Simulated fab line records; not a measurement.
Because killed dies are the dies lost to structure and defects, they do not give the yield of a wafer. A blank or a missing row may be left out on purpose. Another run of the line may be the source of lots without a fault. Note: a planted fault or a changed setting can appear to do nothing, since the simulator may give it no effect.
Chamber matching | flow sky130 | rieSi-02 running SKY_FIELD_ISO_ETCH_17: 4 sister chambers
The step etches Si in HBr/Cl2/O2, target depth 342 nm, time 97.7 s. 4 wafers are shown with their chamber, then 7 later ones without.

## WAFERS WITH THEIR CHAMBER
wafer  | chamber | oesProductAu (a.u.)
L616.3 | 2       | 0.983
L627.2 | 3       | 1.002
L627.4 | 1       | 0.996
L634.5 | 0       | 1.030

## WAFERS WITH NO CHAMBER GIVEN
wafer  | oesProductAu (a.u.)
L634.6 | 1.019
L635.1 | 0.980
L635.4 | 1.008
L635.5 | 0.995
L637.1 | 1.019
L637.5 | 1.009
L637.6 | 1.024

## THE CHAMBER EACH PASSED THROUGH
wafer  | from the rows above          | in truth
L634.6 | can't be placed: 0 or 3 or 1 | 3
L635.1 | can't be placed: 2 or 1      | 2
L635.4 | can't be placed: 3 or 1      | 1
L635.5 | can't be placed: 1 or 3 or 2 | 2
L637.1 | can't be placed: 0 or 3 or 1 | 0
L637.5 | can't be placed: 3 or 1 or 0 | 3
L637.6 | 0                            | 0
Correctly placed: 1 of 7. Can't be placed from these rows: 6 (the true chamber is among the candidates in 6). Placed wrongly: 0.
How it was worked out, from the rows above alone: a wafer's distance from a chamber is the root of the sum, over the readings, of the square of ((its reading less the chamber's mean) divided by the reading's scatter). The wafer belongs to the nearest chamber; if the next one is less than 2 further off, it can't be placed. Each chamber's mean is taken over the wafers shown for it. The scatter: with one shown wafer a chamber, the root of the mean of the squares of how far each hidden wafer lies from its nearest shown one.
